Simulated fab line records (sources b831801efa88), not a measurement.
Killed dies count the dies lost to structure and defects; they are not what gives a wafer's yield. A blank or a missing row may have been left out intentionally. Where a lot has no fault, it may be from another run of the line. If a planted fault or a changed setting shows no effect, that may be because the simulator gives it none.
Which tool did it? / flow sky130 / Sampling: 24 lots, 72 wafers, 5 of 708 route steps

WHAT THE GAUGES SHOWED, per wafer
SKY_POLY_CUT_CD_MEAS_08 targets a cd of 270 nm. Usual: cdNm at 269.8 nm, with a standard deviation of 1.7.
lot=L074; measured=day 24 06:26; on=cdSem-02; cdNm (nm)=272.3 271.9 272.0; flag=
lot=L075; measured=day 24 18:05; on=cdSem-01; cdNm (nm)=269.4 268.6 269.0; flag=
lot=L076; measured=day 25 04:11; on=cdSem-02; cdNm (nm)=271.1 270.4 270.2; flag=
lot=L077; measured=day 25 12:01; on=cdSem-01; cdNm (nm)=268.9 270.1 269.6; flag=
lot=L078; measured=day 26 01:44; on=cdSem-01; cdNm (nm)=272.8 272.5 271.9; flag=
lot=L079; measured=day 26 06:29; on=cdSem-02; cdNm (nm)=268.6 270.7 270.0; flag=
lot=L080; measured=day 26 15:36; on=cdSem-01; cdNm (nm)=272.2 271.9 270.3; flag=
lot=L081; measured=day 26 17:17; on=cdSem-01; cdNm (nm)=269.2 268.7 268.6; flag=
lot=L082; measured=day 28 02:40; on=cdSem-01; cdNm (nm)=268.0 268.7 268.7; flag=
lot=L083; measured=day 28 03:22; on=cdSem-01; cdNm (nm)=270.4 268.5 267.3; flag=
lot=L084; measured=day 28 03:43; on=cdSem-02; cdNm (nm)=268.2 267.3 267.6; flag=
lot=L085; measured=day 28 10:19; on=cdSem-02; cdNm (nm)=267.3 268.7 268.9; flag=
lot=L086; measured=day 28 17:37; on=cdSem-01; cdNm (nm)=272.7 271.9 270.9; flag=
lot=L087; measured=day 29 13:35; on=cdSem-02; cdNm (nm)=268.9 269.8 270.7; flag=
lot=L088; measured=day 29 15:59; on=cdSem-02; cdNm (nm)=269.9 270.7 269.7; flag=
lot=L090; measured=day 30 01:18; on=cdSem-01; cdNm (nm)=268.7 267.6 270.0; flag=
lot=L089; measured=day 30 02:38; on=cdSem-02; cdNm (nm)=272.5 273.0 272.2; flag=
lot=L091; measured=day 30 07:59; on=cdSem-01; cdNm (nm)=266.7 265.9 267.1; flag=
lot=L092; measured=day 30 17:23; on=cdSem-01; cdNm (nm)=269.0 268.5 270.8; flag=
lot=L093; measured=day 30 23:23; on=cdSem-01; cdNm (nm)=269.8 270.5 269.3; flag=
lot=L094; measured=day 31 06:25; on=cdSem-02; cdNm (nm)=269.7 269.2 270.6; flag=
lot=L095; measured=day 31 17:47; on=cdSem-01; cdNm (nm)=269.1 268.0 267.8; flag=
lot=L096; measured=day 32 00:09; on=cdSem-02; cdNm (nm)=271.7 271.1 271.7; flag=
lot=L097; measured=day 32 01:25; on=cdSem-02; cdNm (nm)=271.3 269.8 269.7; flag=

SKY_LI_CONTACT_THK_MEAS_01. Usual: LI_CONTACT_HDPCVD_THK 926 nm, standard deviation 15.
lot=L074; measured=day 27 23:33; on=filmMetro-03; LI_CONTACT_HDPCVD_THK (nm)=913 924 911; flag=
lot=L075; measured=day 28 10:23; on=filmMetro-03; LI_CONTACT_HDPCVD_THK (nm)=920 896 928; flag=
lot=L076; measured=day 28 20:29; on=filmMetro-04; LI_CONTACT_HDPCVD_THK (nm)=917 924 921; flag=
lot=L077; measured=day 29 04:12; on=filmMetro-01; LI_CONTACT_HDPCVD_THK (nm)=913 947 938; flag=
lot=L078; measured=day 29 16:47; on=filmMetro-03; LI_CONTACT_HDPCVD_THK (nm)=918 909 911; flag=
lot=L079; measured=day 30 00:04; on=filmMetro-04; LI_CONTACT_HDPCVD_THK (nm)=899 922 920; flag=
lot=L080; measured=day 30 06:40; on=filmMetro-04; LI_CONTACT_HDPCVD_THK (nm)=909 917 910; flag=
lot=L081; measured=day 30 08:58; on=filmMetro-01; LI_CONTACT_HDPCVD_THK (nm)=928 945 926; flag=
lot=L082; measured=day 31 17:16; on=filmMetro-01; LI_CONTACT_HDPCVD_THK (nm)=942 923 930; flag=
lot=L083; measured=day 31 18:07; on=filmMetro-01; LI_CONTACT_HDPCVD_THK (nm)=907 923 944; flag=
lot=L084; measured=day 31 18:22; on=filmMetro-01; LI_CONTACT_HDPCVD_THK (nm)=948 940 916; flag=
lot=L085; measured=day 31 23:08; on=filmMetro-03; LI_CONTACT_HDPCVD_THK (nm)=936 910 949; flag=
lot=L086; measured=day 32 07:26; on=filmMetro-03; LI_CONTACT_HDPCVD_THK (nm)=921 924 912; flag=
lot=L087; measured=day 33 02:10; on=filmMetro-04; LI_CONTACT_HDPCVD_THK (nm)=907 941 928; flag=
lot=L088; measured=day 33 03:32; on=filmMetro-03; LI_CONTACT_HDPCVD_THK (nm)=924 932 908; flag=
lot=L090; measured=day 33 13:30; on=filmMetro-03; LI_CONTACT_HDPCVD_THK (nm)=901 909 941; flag=
lot=L089; measured=day 33 14:49; on=filmMetro-01; LI_CONTACT_HDPCVD_THK (nm)=939 915 923; flag=
lot=L091; measured=day 33 18:04; on=filmMetro-01; LI_CONTACT_HDPCVD_THK (nm)=936 954 936; flag=
lot=L092; measured=day 34 04:06; on=filmMetro-01; LI_CONTACT_HDPCVD_THK (nm)=945 932 933; flag=
lot=L093; measured=day 34 10:10; on=filmMetro-03; LI_CONTACT_HDPCVD_THK (nm)=928 942 954; flag=
lot=L094; measured=day 34 16:29; on=filmMetro-04; LI_CONTACT_HDPCVD_THK (nm)=916 937 903; flag=
lot=L095; measured=day 35 03:39; on=filmMetro-01; LI_CONTACT_HDPCVD_THK (nm)=929 942 939; flag=
lot=L096; measured=day 35 10:19; on=filmMetro-04; LI_CONTACT_HDPCVD_THK (nm)=930 941 903; flag=
lot=L097; measured=day 35 11:50; on=filmMetro-04; LI_CONTACT_HDPCVD_THK (nm)=924 905 911; flag=

SKY_LI_CONTACT_RS_MEAS_22: a four-point-probe measurement. Usual: LI_CONTACT_W_RS 0.283 ohm/sq, standard deviation 0.0043.
lot=L074; measured=day 29 05:46; on=filmMetro-04; LI_CONTACT_W_RS (ohm/sq)=0.282 0.281 0.279; flag=
lot=L075; measured=day 29 16:42; on=filmMetro-04; LI_CONTACT_W_RS (ohm/sq)=0.281 0.288 0.284; flag=
lot=L076; measured=day 30 01:46; on=filmMetro-04; LI_CONTACT_W_RS (ohm/sq)=0.274 0.288 0.276; flag=
lot=L077; measured=day 30 09:47; on=filmMetro-04; LI_CONTACT_W_RS (ohm/sq)=0.291 0.280 0.277; flag=
lot=L078; measured=day 30 21:28; on=filmMetro-01; LI_CONTACT_W_RS (ohm/sq)=0.288 0.279 0.289; flag=
lot=L079; measured=day 31 11:43; on=filmMetro-03; LI_CONTACT_W_RS (ohm/sq)=0.283 0.283 0.284; flag=
lot=L080; measured=day 31 11:51; on=filmMetro-01; LI_CONTACT_W_RS (ohm/sq)=0.280 0.287 0.280; flag=
lot=L081; measured=day 31 13:17; on=filmMetro-03; LI_CONTACT_W_RS (ohm/sq)=0.281 0.285 0.284; flag=
lot=L082; measured=day 32 21:46; on=filmMetro-01; LI_CONTACT_W_RS (ohm/sq)=0.282 0.282 0.284; flag=
lot=L083; measured=day 32 22:25; on=filmMetro-01; LI_CONTACT_W_RS (ohm/sq)=0.277 0.291 0.287; flag=
lot=L084; measured=day 32 23:10; on=filmMetro-03; LI_CONTACT_W_RS (ohm/sq)=0.287 0.288 0.286; flag=
lot=L085; measured=day 33 03:43; on=filmMetro-01; LI_CONTACT_W_RS (ohm/sq)=0.282 0.286 0.285; flag=
lot=L086; measured=day 33 12:07; on=filmMetro-04; LI_CONTACT_W_RS (ohm/sq)=0.274 0.275 0.272; flag=
lot=L087; measured=day 34 06:19; on=filmMetro-01; LI_CONTACT_W_RS (ohm/sq)=0.283 0.283 0.279; flag=
lot=L088; measured=day 34 07:10; on=filmMetro-03; LI_CONTACT_W_RS (ohm/sq)=0.290 0.290 0.280; flag=
lot=L090; measured=day 34 17:08; on=filmMetro-04; LI_CONTACT_W_RS (ohm/sq)=0.281 0.284 0.276; flag=
lot=L089; measured=day 34 19:04; on=filmMetro-01; LI_CONTACT_W_RS (ohm/sq)=0.284 0.282 0.284; flag=
lot=L091; measured=day 34 21:46; on=filmMetro-01; LI_CONTACT_W_RS (ohm/sq)=0.284 0.282 0.280; flag=
lot=L092; measured=day 35 08:10; on=filmMetro-03; LI_CONTACT_W_RS (ohm/sq)=0.279 0.287 0.282; flag=
lot=L093; measured=day 35 14:26; on=filmMetro-03; LI_CONTACT_W_RS (ohm/sq)=0.275 0.283 0.274; flag=
lot=L094; measured=day 35 20:15; on=filmMetro-03; LI_CONTACT_W_RS (ohm/sq)=0.278 0.283 0.281; flag=
lot=L095; measured=day 36 07:50; on=filmMetro-04; LI_CONTACT_W_RS (ohm/sq)=0.290 0.290 0.286; flag=
lot=L096; measured=day 36 14:35; on=filmMetro-04; LI_CONTACT_W_RS (ohm/sq)=0.281 0.280 0.281; flag=
lot=L097; measured=day 36 15:28; on=filmMetro-04; LI_CONTACT_W_RS (ohm/sq)=0.279 0.284 0.283; flag=

SKY_METAL3_OVL_MEAS_14. Usual: METAL3_OVL 3 nm, standard deviation 5.2.
lot=L074; measured=day 38 16:00; on=overlay-02; METAL3_OVL (nm)=2 9 3; flag=
lot=L075; measured=day 39 02:26; on=overlay-02; METAL3_OVL (nm)=5 -5 3; flag=
lot=L076; measured=day 39 09:33; on=overlay-02; METAL3_OVL (nm)=5 6 3; flag=
lot=L077; measured=day 39 17:44; on=overlay-02; METAL3_OVL (nm)=-2 1 4; flag=
lot=L078; measured=day 40 03:31; on=overlay-02; METAL3_OVL (nm)=10 8 8; flag=
lot=L079; measured=day 40 14:56; on=overlay-02; METAL3_OVL (nm)=8 6 8; flag=
lot=L080; measured=day 40 15:53; on=overlay-02; METAL3_OVL (nm)=1 0 1; flag=
lot=L081; measured=day 40 16:51; on=overlay-02; METAL3_OVL (nm)=-6 0 -4; flag=
lot=L082; measured=day 41 22:03; on=overlay-02; METAL3_OVL (nm)=-2 -3 0; flag=
lot=L083; measured=day 41 23:12; on=overlay-02; METAL3_OVL (nm)=1 9 -5; flag=
lot=L084; measured=day 42 00:09; on=overlay-01; METAL3_OVL (nm)=10 10 7; flag=
lot=L085; measured=day 42 04:50; on=overlay-02; METAL3_OVL (nm)=-3 0 -1; flag=
lot=L086; measured=day 42 11:59; on=overlay-01; METAL3_OVL (nm)=-4 -3 5; flag=
lot=L087; measured=day 43 04:57; on=overlay-01; METAL3_OVL (nm)=0 1 -3; flag=
lot=L088; measured=day 43 05:48; on=overlay-01; METAL3_OVL (nm)=0 6 3; flag=
lot=L090; measured=day 43 14:10; on=overlay-01; METAL3_OVL (nm)=6 1 -4; flag=
lot=L089; measured=day 43 15:28; on=overlay-01; METAL3_OVL (nm)=-7 -6 3; flag=
lot=L091; measured=day 43 16:53; on=overlay-02; METAL3_OVL (nm)=-1 6 10; flag=
lot=L092; measured=day 44 00:12; on=overlay-02; METAL3_OVL (nm)=3 10 4; flag=
lot=L093; measured=day 44 07:55; on=overlay-02; METAL3_OVL (nm)=9 5 2; flag=
lot=L094; measured=day 44 14:15; on=overlay-02; METAL3_OVL (nm)=-2 2 2; flag=
lot=L095; measured=day 45 00:13; on=overlay-02; METAL3_OVL (nm)=-7 7 -4; flag=
lot=L096; measured=day 45 02:53; on=overlay-02; METAL3_OVL (nm)=12 14 14; flag=
lot=L097; measured=day 45 03:50; on=overlay-02; METAL3_OVL (nm)=9 6 10; flag=

WHAT TOOL EACH LOT RAN ON (gives the tool, then ch and the chambers of the sampled wafers, and finally the start)
lot=L074; SKY_METAL1_SPUTTER_04=pvdSputter-03, day 31 17:10
lot=L075; SKY_METAL1_SPUTTER_04=pvdSputter-01, day 32 03:30
lot=L076; SKY_METAL1_SPUTTER_04=pvdSputter-03, day 32 12:41
lot=L077; SKY_METAL1_SPUTTER_04=pvdSputter-02, day 32 19:31
lot=L078; SKY_METAL1_SPUTTER_04=pvdSputter-03, day 33 07:07
lot=L079; SKY_METAL1_SPUTTER_04=pvdSputter-03, day 33 21:28
lot=L080; SKY_METAL1_SPUTTER_04=pvdSputter-02, day 33 21:49
lot=L081; SKY_METAL1_SPUTTER_04=pvdSputter-01, day 33 22:28
lot=L082; SKY_METAL1_SPUTTER_04=pvdSputter-02, day 35 07:17
lot=L083; SKY_METAL1_SPUTTER_04=pvdSputter-01, day 35 08:46
lot=L084; SKY_METAL1_SPUTTER_04=pvdSputter-02, day 35 09:07
lot=L085; SKY_METAL1_SPUTTER_04=pvdSputter-02, day 35 13:28
lot=L086; SKY_METAL1_SPUTTER_04=pvdSputter-01, day 35 20:46
lot=L087; SKY_METAL1_SPUTTER_04=pvdSputter-02, day 36 16:13
lot=L088; SKY_METAL1_SPUTTER_04=pvdSputter-03, day 36 16:25
lot=L090; SKY_METAL1_SPUTTER_04=pvdSputter-01, day 37 02:04
lot=L089; SKY_METAL1_SPUTTER_04=pvdSputter-01, day 37 03:47
lot=L091; SKY_METAL1_SPUTTER_04=pvdSputter-02, day 37 06:05
lot=L092; SKY_METAL1_SPUTTER_04=pvdSputter-02, day 37 15:46
lot=L093; SKY_METAL1_SPUTTER_04=pvdSputter-03, day 37 23:40
lot=L094; SKY_METAL1_SPUTTER_04=pvdSputter-03, day 38 04:11
lot=L095; SKY_METAL1_SPUTTER_04=pvdSputter-03, day 38 16:04
lot=L096; SKY_METAL1_SPUTTER_04=pvdSputter-01, day 38 21:07
lot=L097; SKY_METAL1_SPUTTER_04=pvdSputter-02, day 38 22:58
- SKY_METAL1_SPUTTER_04: material TiN, target thk 70 nm, time 58.3 s.

AS READ BY THE TOOLS THEMSELVES (means over the sampled wafers that have a number; for cases with no such wafer, the mark the record gives instead)
SKY_METAL1_SPUTTER_04. Usual: cathodeDcPowerW 6500.0 W, standard deviation 1.2; throttleValvePct 30.0 %, standard deviation 0.62.
lot=L074; tool=pvdSputter-03; cathodeDcPowerW (W)=6500.5; throttleValvePct (%)=29.9; flag=
lot=L075; tool=pvdSputter-01; cathodeDcPowerW (W)=6500.0; throttleValvePct (%)=30.1; flag=
lot=L076; tool=pvdSputter-03; cathodeDcPowerW (W)=6500.5; throttleValvePct (%)=29.9; flag=
lot=L077; tool=pvdSputter-02; cathodeDcPowerW (W)=6500.3; throttleValvePct (%)=30.0; flag=
lot=L078; tool=pvdSputter-03; cathodeDcPowerW (W)=6500.2; throttleValvePct (%)=30.1; flag=
lot=L079; tool=pvdSputter-03; cathodeDcPowerW (W)=6500.4; throttleValvePct (%)=29.7; flag=
lot=L080; tool=pvdSputter-02; cathodeDcPowerW (W)=6499.9; throttleValvePct (%)=29.7; flag=
lot=L081; tool=pvdSputter-01; cathodeDcPowerW (W)=6500.5; throttleValvePct (%)=29.9; flag=
lot=L082; tool=pvdSputter-02; cathodeDcPowerW (W)=6501.1; throttleValvePct (%)=30.0; flag=
lot=L083; tool=pvdSputter-01; cathodeDcPowerW (W)=6501.3; throttleValvePct (%)=29.5; flag=
lot=L084; tool=pvdSputter-02; cathodeDcPowerW (W)=6499.8; throttleValvePct (%)=30.1; flag=
lot=L085; tool=pvdSputter-02; cathodeDcPowerW (W)=6498.4; throttleValvePct (%)=29.9; flag=
lot=L086; tool=pvdSputter-01; cathodeDcPowerW (W)=6498.7; throttleValvePct (%)=29.8; flag=
lot=L087; tool=pvdSputter-02; cathodeDcPowerW (W)=6500.2; throttleValvePct (%)=30.2; flag=
lot=L088; tool=pvdSputter-03; cathodeDcPowerW (W)=6501.2; throttleValvePct (%)=30.6; flag=
lot=L090; tool=pvdSputter-01; cathodeDcPowerW (W)=6500.0; throttleValvePct (%)=30.4; flag=
lot=L089; tool=pvdSputter-01; cathodeDcPowerW (W)=6500.6; throttleValvePct (%)=29.9; flag=
lot=L091; tool=pvdSputter-02; cathodeDcPowerW (W)=6499.9; throttleValvePct (%)=29.9; flag=
lot=L092; tool=pvdSputter-02; cathodeDcPowerW (W)=6501.3; throttleValvePct (%)=30.2; flag=
lot=L093; tool=pvdSputter-03; cathodeDcPowerW (W)=6500.3; throttleValvePct (%)=30.2; flag=
lot=L094; tool=pvdSputter-03; cathodeDcPowerW (W)=6500.7; throttleValvePct (%)=30.5; flag=
lot=L095; tool=pvdSputter-03; cathodeDcPowerW (W)=6500.6; throttleValvePct (%)=29.6; flag=
lot=L096; tool=pvdSputter-01; cathodeDcPowerW (W)=6500.4; throttleValvePct (%)=29.3; flag=
lot=L097; tool=pvdSputter-02; cathodeDcPowerW (W)=6500.9; throttleValvePct (%)=29.5; flag=

THE ANSWER, worked out from the rows above alone
Rule: lot off if the mean of its wafers having a number is beyond 3 standard deviations from the usual mean. Also off: a lot with no number at a reading for which 4 or more lots have one. Where the step has rows for the other lots, those lots are counted as sound. Order of review: gauges by route order, followed by the tools' own readings, for which a lot's mean as printed above is used. At the first step where some lot is off, the reading lying furthest off is the one used; lots without a number count as furthest.
No lot is off on any of the readings shown, so nothing can be concluded from this.

WHAT HAD BEEN PUT IN BY THE SIMULATOR
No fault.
